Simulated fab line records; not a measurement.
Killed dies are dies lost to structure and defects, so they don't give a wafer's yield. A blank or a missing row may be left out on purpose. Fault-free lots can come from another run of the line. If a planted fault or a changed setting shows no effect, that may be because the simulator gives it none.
Chamber matching | flow gf180mcu | cmp-01 running GF_V2_CMP_04: 4 sister chambers
The step polishes SiO2. 8 wafers are shown with their chamber, then 11 later ones without.

== WAFERS, EACH WITH ITS CHAMBER ==
wafer  | chamber | motor-current-A (A) | time-to-endpoint-s (s)
L709.5 | 0       | 12.8                | 91
L716.4 | 0       | 11.6                | 72
L718.6 | 3       | 11.5                | 83
L720.5 | 3       | 11.6                | 79
L722.2 | 1       | 11.2                | 78
L722.3 | 2       | 11.0                | 79
L722.5 | 2       | 11.2                | 78
L723.2 | 1       | 10.7                | 86

== WAFERS MISSING THEIR CHAMBER ==
wafer  | motor-current-A (A) | time-to-endpoint-s (s)
L723.4 | 12.9                | 88
L723.6 | 12.8                | 86
L724.1 | 11.0                | 77
L724.3 | 11.7                | 77
L724.5 | 11.1                | 84
L729.1 | 11.3                | 78
L729.5 | 11.3                | 83
L729.6 | 11.1                | 78
L730.2 | 10.3                | 72
L730.3 | 12.7                | 67
L730.6 | 13.0                | 77

== WHICH CHAMBER EACH WENT THROUGH ==
wafer  | from the rows above               | in truth
L723.4 | can't be placed: 0 or 3           | 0
L723.6 | can't be placed: 0 or 3           | 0
L724.1 | can't be placed: 2 or 1 or 3      | 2
L724.3 | can't be placed: 3 or 0 or 2 or 1 | 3
L724.5 | can't be placed: 1 or 2 or 3 or 0 | 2
L729.1 | can't be placed: 2 or 3 or 1 or 0 | 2
L729.5 | can't be placed: 3 or 2 or 1 or 0 | 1
L729.6 | can't be placed: 2 or 1 or 3      | 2
L730.2 | can't be placed: 2 or 1 or 3      | 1
L730.3 | can't be placed: 0 or 3 or 2      | 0
L730.6 | can't be placed: 0 or 3           | 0
0 of 11 placed correctly. Unplaceable from these rows: 11, with the true chamber sitting among the candidates in 11. Wrongly placed: 0.
How it was worked out, from the rows above alone: a wafer's distance from a chamber is the root of the sum, over the readings, of the square of ((its reading less the chamber's mean) divided by the reading's scatter). The wafer belongs to the nearest chamber; if the next one is less than 2 further off, it can't be placed. A chamber's mean is the mean of its shown wafers. The scatter is the square root of a quotient: the sum, over the shown wafers, of each reading's squared deviation from its chamber's mean, divided by wafers minus chambers.
